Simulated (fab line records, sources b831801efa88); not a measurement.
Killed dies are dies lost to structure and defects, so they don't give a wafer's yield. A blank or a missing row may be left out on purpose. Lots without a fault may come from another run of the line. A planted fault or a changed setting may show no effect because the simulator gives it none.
fab line records | flow sky130
record lots=13 wafers=39 last_day=52
route steps=708 shown LDD_P@266 LDD_LDN@302 POLY_CUT@312 PAD_OPEN@708
lots that met no fault: from a run of the same line without faults
start_h: hours from the record's first day to the start of the lot's first wafer shown | wait_h: hours since the lot's step before | " the same as in the row above | L1.1+2: a row that stands for several wafers | - no value, or no start given | * or withheld: withheld | < > ~ a bound
route shown NAME@n: a module of which the file shows steps, and the number in the route of the first | usual: mean/standard deviation of fault-free wafers | same: alike in all rows | chamber/n: place in a boat | sites: the reading at each site | _std_site: their standard deviation | _edge_site: outer sites' mean less inner sites' | radius_mm: how far each site lies from the wafer's centre | mask NAME#n: copy n | behind: the tool/chamber that last shaped the wafer | hold: why the lot was held/for how many hours/how that ended | device: the transistor (n, p or np) that didn't switch | end of line: the same wafers' tests at the end of the route | a step without rows: its recipe alone | killed: dies lost to structure and defects at the first sort, not the wafer's yield | map: a wafer's dies, x killed, . not, _ none there
set.NAME: the setting as run; set.NAME@STEP: as run at that earlier step | model.NAME: the simulator's own value behind a step, which no gauge read
steps of the route over a sample of lots; a table a step, a row a wafer
services: from which hour (start_h, from the record's first day; less than 0 if before it) a tool's chamber was out of use, for how many hours, and why
## steps
# step SKY_LDD_P_TW_MEAS_11
# usual LDD_P_TW=633/9.1
# columns lot.wafer tool chamber start_h wait_h LDD_P_TW
L247.1 film_metro-02 - 468.30 0.1 643
L247.3 " - " " 645
L247.5 " - " " 643
L248.1 film_metro-03 - 475.92 0.1 630
L248.4 " - " " 628
L248.5 " - " " 628
L249.2 film_metro-03 - 480.91 0.1 631
L249.4 " - " " 628
L249.5 " - " " 631
L251.2 film_metro-03 - 492.83 0.1 633
L251.4 " - " " 630
L251.6 " - " " 628
L252.1 film_metro-01 - 497.30 0.1 628
L252.2 " - " " 627
L252.3 " - " " 625
L253.1 film_metro-01 - 498.27 0.1 628
L253.2 " - " " 627
L253.4 " - " " 627
L258.2 film_metro-01 - 505.91 0.1 626
L258.3 " - " " 625
L258.6 " - " " 623
L261.2 film_metro-01 - 646.11 0.1 623
L261.4 " - " " 625
L261.5 " - " " 622
L262.3 film_metro-02 - 658.47 0.1 649
L262.4 " - " " 650
L262.5 " - " " 650
L265.1 film_metro-03 - 663.85 0.1 628
L265.2 " - " " 631
L265.4 " - " " 632
L267.1 film_metro-02 - 665.22 0.1 646
L267.3 " - " " 648
L267.5 " - " " 648
L263.1 film_metro-01 - 666.97 0.1 622
L263.3 " - " " 624
L263.4 " - " " 623
L270.1 film_metro-01 - 672.00 0.1 625
L270.3 " - " " 627
L270.4 " - " " 625
# step SKY_LDD_LDN_TW_MEAS_13
# usual LDD_LDN_TW=1480/22
# columns lot.wafer tool chamber start_h wait_h LDD_LDN_TW
L247.1 film_metro-01 - 560.65 0.1 1462
L247.3 " - " " 1460
L247.5 " - " " 1448
L248.1 film_metro-01 - 568.35 0.1 1454
L248.4 " - " " 1454
L248.5 " - " " 1447
L249.2 film_metro-01 - 573.72 0.1 1447
L249.4 " - " " 1465
L249.5 " - " " 1450
L251.2 film_metro-02 - 585.39 0.1 1507
L251.4 " - " " 1508
L251.6 " - " " 1510
L252.1 film_metro-04 - 589.65 0.1 1480
L252.2 " - " " 1475
L252.3 " - " " 1485
L253.1 film_metro-02 - 590.04 0.1 1496
L253.2 " - " " 1503
L253.4 " - " " 1505
L258.2 film_metro-04 - 598.64 0.1 1476
L258.3 " - " " 1484
L258.6 " - " " 1481
L261.2 film_metro-02 - 732.66 0.1 1500
L261.4 " - " " 1505
L261.5 " - " " 1493
L262.3 film_metro-01 - 745.82 0.1 1445
L262.4 " - " " 1453
L262.5 " - " " 1451
L265.1 film_metro-02 - 749.10 0.1 1509
L265.2 " - " " 1504
L265.4 " - " " 1505
L267.1 film_metro-02 - 749.91 0.1 1498
L267.3 " - " " 1502
L267.5 " - " " 1497
L263.1 film_metro-04 - 753.40 0.1 1478
L263.3 " - " " 1489
L263.4 " - " " 1489
L270.1 film_metro-02 - 755.78 0.1 1498
L270.3 " - " " 1495
L270.4 " - " " 1502
# step SKY_POLY_CUT_EXPOSE_05
# recipe mask_id=NPCM na=0.8 source_shape=annular sigma_inner=0.55 sigma_outer=0.85 target_cd_nm=270 dose_mj=32
# columns lot.wafer tool chamber start_h wait_h mask
L247.1+3+5 krf_scanner-02 0 578.89 - NPCM#0
L248.1+4+5 krf_scanner-02 0 586.82 - NPCM#0
L249.2+4+5 krf_scanner-02 0 591.01 - NPCM#0
L251.2+4+6 krf_scanner-02 0 603.46 - NPCM#0
L252.1+2+3 krf_scanner-01 0 606.87 - NPCM#0
L253.1+2+4 krf_scanner-01 0 607.54 - NPCM#0
L258.2+3+6 krf_scanner-02 0 616.04 - NPCM#0
L261.2+4+5 krf_scanner-02 0 747.89 - NPCM#0
L262.3+4+5 krf_scanner-01 0 761.73 - NPCM#0
L265.1+2+4 krf_scanner-02 0 765.12 - NPCM#0
L267.1+3+5 krf_scanner-02 0 767.77 - NPCM#0
L263.1+3+4 krf_scanner-02 0 771.47 - NPCM#0
L270.1+3+4 krf_scanner-02 0 772.75 - NPCM#0
# step SKY_POLY_CUT_CD_MEAS_08
# recipe target_cd_nm=270
# usual cd_nm=269.9/1.3
# columns lot.wafer tool chamber start_h wait_h cd_nm
L247.1 cd_sem-01 - 593.67 - 268.6
L247.3 " - " " 270.0
L247.5 " - " " 269.6
L248.1 cd_sem-01 - 601.72 - 267.5
L248.4 " - " " 266.8
L248.5 " - " " 268.2
L249.2 cd_sem-01 - 606.56 - 270.2
L249.4 " - " " 269.1
L249.5 " - " " 271.5
L251.2 cd_sem-02 - 618.76 - 265.9
L251.4 " - " " 268.3
L251.6 " - " " 268.9
L252.1 cd_sem-02 - 621.99 - 269.0
L252.2 " - " " 270.3
L252.3 " - " " 269.6
L253.1 cd_sem-02 - 622.52 - 269.4
L253.2 " - " " 269.8
L253.4 " - " " 270.7
L258.2 cd_sem-02 - 630.64 - 266.0
L258.3 " - " " 265.3
L258.6 " - " " 268.2
L261.2 cd_sem-01 - 761.94 - 271.4
L261.4 " - " " 270.5
L261.5 " - " " 270.6
L262.3 cd_sem-01 - 776.23 - 274.3
L262.4 " - " " 272.9
L262.5 " - " " 273.5
L265.1 cd_sem-01 - 778.97 - 269.4
L265.2 " - " " 268.4
L265.4 " - " " 266.4
L267.1 cd_sem-01 - 781.44 - 271.0
L267.3 " - " " 270.5
L267.5 " - " " 270.0
L263.1 cd_sem-01 - 784.87 - 270.6
L263.3 " - " " 268.8
L263.4 " - " " 270.4
L270.1 cd_sem-02 - 786.14 - 270.2
L270.3 " - " " 268.6
L270.4 " - " " 269.5
# step SKY_POLY_CUT_STRIP_12
# recipe chemistry=O2/N2 power_w=1400 pressure_mtorr=1500 platen_temp_c=withheld o2_flow_sccm=3000 n2_flow_sccm=300 overash_fraction=0.5
# usual drypump_motor_current_A=5.67/0.26 oes_product_au=0.452/0.0044 strip_time_to_endpoint_s=5.358/0.015
# columns lot.wafer tool chamber start_h wait_h drypump_motor_current_A oes_product_au rf_hours_counter_h strip_time_to_endpoint_s
L247.1 plasma_asher-03 1 593.91 0.0 5.16 0.454 73 5.363
L247.3 " 0 " " 5.44 0.444 - 5.338
L247.5 " 1 " " 5.15 0.451 - 5.380
L248.1 plasma_asher-03 1 601.96 0.0 5.16 0.447 74 5.358
L248.4 " 1 " " 5.13 0.453 - 5.355
L248.5 " 0 " " 5.45 0.455 - 5.393
L249.2 plasma_asher-01 0 606.78 0.0 5.92 0.458 18 5.337
L249.4 " 0 " " 5.91 0.445 - 5.334
L249.5 " 0 " " 5.91 0.453 - 5.328
L251.2 plasma_asher-03 1 618.98 0.0 5.12 0.444 76 5.335
L251.4 " 1 " " 5.16 0.455 - 5.328
L251.6 " 1 " " 5.13 0.452 - 5.358
L252.1 plasma_asher-04 0 622.23 0.0 5.80 0.449 47 5.353
L252.2 " 1 " " 5.73 0.454 47 5.378
L252.3 " 0 " " 5.79 0.451 - 5.352
L253.1 plasma_asher-03 1 622.76 0.0 5.12 0.448 76 5.369
L253.2 " 0 " " 5.45 0.457 76 5.366
L253.4 " 1 " " 5.14 0.447 - 5.356
L258.2 plasma_asher-04 0 630.86 0.0 5.80 0.451 48 5.378
L258.3 " 0 " " 5.80 0.449 - 5.360
L258.6 " 0 " " 5.80 0.454 - 5.369
L261.2 plasma_asher-04 0 762.16 0.0 5.79 0.460 63 5.361
L261.4 " 0 " " 5.79 0.448 - 5.352
L261.5 " 0 " " 5.80 0.453 - 5.337
L262.3 plasma_asher-04 0 776.47 0.1 5.80 0.453 - 5.354
L262.4 " 1 " " 5.78 0.457 - 5.367
L262.5 " 1 " " 5.79 0.446 - 5.343
L265.1 plasma_asher-03 0 779.21 0.0 5.47 0.447 89 5.384
L265.2 " 1 " " 5.11 0.446 89 5.387
L265.4 " 1 " " 5.15 0.456 - 5.403
L267.1 plasma_asher-01 0 781.68 0.0 5.93 0.443 34 5.366
L267.3 " 0 " " 5.95 0.449 - 5.341
L267.5 " 1 " " 5.76 0.456 - 5.341
L263.1 plasma_asher-01 1 785.11 0.0 5.78 0.450 35 5.352
L263.3 " 0 " " 5.94 0.454 - 5.353
L263.4 " 1 " " 5.77 0.452 - 5.339
L270.1 plasma_asher-01 0 786.38 0.0 5.91 0.446 35 5.375
L270.3 " 1 " " 5.76 0.448 - 5.366
L270.4 " 0 " " 5.92 0.454 - 5.363
# step SKY_PAD_OPEN_PROBE_99
# usual killed_at_M0_to_M3=45/6.3 killed_at_M4_up=2.8/1.6 killed_at_contacts=24/5.1 killed_at_front_end=14/4.4 killed_at_other=0.4/0.73 killed_dies=86/9 killed_open=47/7.8 killed_short=39/6.6
# same gross_dies=492 killed_at_back_side=0
# columns lot.wafer tool chamber start_h wait_h killed_at_M0_to_M3 killed_at_M4_up killed_at_contacts killed_at_front_end killed_at_other killed_dies killed_open killed_short
L249.2 prober-01 - 1126.26 0.1 53 3 23 15 0 94 48 46
L249.4 prober-01 - 1126.36 0.2 40 2 21 9 0 72 37 35
L249.5 prober-01 - 1126.41 0.2 50 0 26 12 1 89 52 37
L263.1 prober-02 - 1241.16 0.1 42 2 25 17 0 86 47 39
L263.3 prober-02 - 1241.26 0.2 55 2 14 11 0 82 47 35
L263.4 prober-02 - 1241.31 0.2 41 2 29 15 1 88 38 50
# killed by level:class
L249.2 VIA1:geometric_particle:open=11 VIA3:geometric_particle:open=9 METAL2:geometric_particle:short=8 VIA2:geometric_particle:open=8 LI_CONTACT:geometric_particle:open=7 VIA1:geometric_particle:short=6 POLY_GATE:geometric_particle:short=5 CONTACT:geometric_particle:short=5
L249.4 LI_CONTACT:geometric_particle:open=8 VIA1:geometric_particle:open=8 METAL2:geometric_particle:short=7 CONTACT:geometric_particle:open=5 VIA1:geometric_particle:short=4 VIA2:geometric_particle:short=4 VIA3:geometric_particle:open=4 CONTACT:geometric_particle:short=3
L249.5 VIA1:geometric_particle:open=14 CONTACT:geometric_particle:open=13 VIA1:geometric_particle:short=8 METAL1:geometric_particle:short=7 VIA2:geometric_particle:open=7 FIELD_ISO:geometric_particle:open=5 LI_CONTACT:geometric_particle:open=4 LOCAL_INTERCONNECT:geometric_particle:short=4
L263.1 VIA2:geometric_particle:open=9 CONTACT:geometric_particle:open=8 METAL1:geometric_particle:short=7 LOCAL_INTERCONNECT:geometric_particle:short=6 LI_CONTACT:geometric_particle:open=6 VIA3:geometric_particle:open=6 VIA1:geometric_particle:short=5 SPACER:geometric_particle:open=4
L263.3 VIA3:geometric_particle:open=11 VIA1:geometric_particle:open=9 VIA2:geometric_particle:open=7 VIA1:geometric_particle:short=7 METAL2:geometric_particle:short=5 CONTACT:geometric_particle:open=5 LI_CONTACT:geometric_particle:open=4 METAL2:geometric_particle:open=4
L263.4 CONTACT:geometric_particle:open=12 VIA1:geometric_particle:open=11 METAL1:geometric_particle:short=7 CONTACT:geometric_particle:short=6 FIELD_ISO:geometric_particle:short=5 VIA1:geometric_particle:short=5 VIA3:geometric_particle:short=5 POLY_GATE:geometric_particle:short=4
## services
# columns tool chamber start_h hours kind
krf_scanner-01 - 573.97 1.5 repair
krf_scanner-02 - 579.28 0.8 pm
krf_scanner-02 0 602.20 - calibration
krf_scanner-02 - 606.49 1.3 pm
krf_scanner-01 - 621.94 1.0 pm
krf_scanner-01 - 622.96 0.8 pm
krf_scanner-02 - 629.02 0.5 repair
plasma_asher-03 - 629.99 2.8 pm
plasma_asher-01 - 636.26 12.8 repair
plasma_asher-03 - 640.92 17.2 repair
krf_scanner-01 0 643.05 - calibration
plasma_asher-03 - 693.20 7.3 repair
krf_scanner-02 - 698.13 1.0 pm
plasma_asher-01 - 719.65 2.8 pm
krf_scanner-01 - 727.49 1.3 pm
krf_scanner-02 - 745.42 0.3 repair
krf_scanner-02 - 748.08 0.8 pm
krf_scanner-02 0 770.62 - calibration
plasma_asher-04 - 780.83 14.6 pm
krf_scanner-02 - 782.39 1.3 pm
plasma_asher-03 - 784.23 14.6 pm
## key
first_sign step=SKY_POLY_CUT_CD_MEAS_08 reading=cd_nm direction=down sigmas=3.2 usual=269.9 struck=265.7
effect none on later readings
met_at SKY_POLY_CUT_EXPOSE_05
struck_lots L251,L258
struck_wafers L251.2,L258.2,L258.3
tester_left_out L251,L258
not_acting_at SKY_LDD_P_TW_MEAS_11,SKY_LDD_LDN_TW_MEAS_13,SKY_POLY_CUT_STRIP_12
onset_between 591.01 603.46
fault kind=process_parameter_drift tool=krf_scanner-02 chamber=- onset_h=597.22 steps=SKY_POLY_CUT_EXPOSE_05 channel=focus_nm offset=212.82 shape=step end_h=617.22 scope=struck_wafers_only
# tester_left_out: of these lots the tester's yield and bins aren't shown, on N5 and GAA mostly nor the transistor test; their killed dies are dies lost to structure and defects alone, not to doping, threshold or leakage, so they don't give the yield
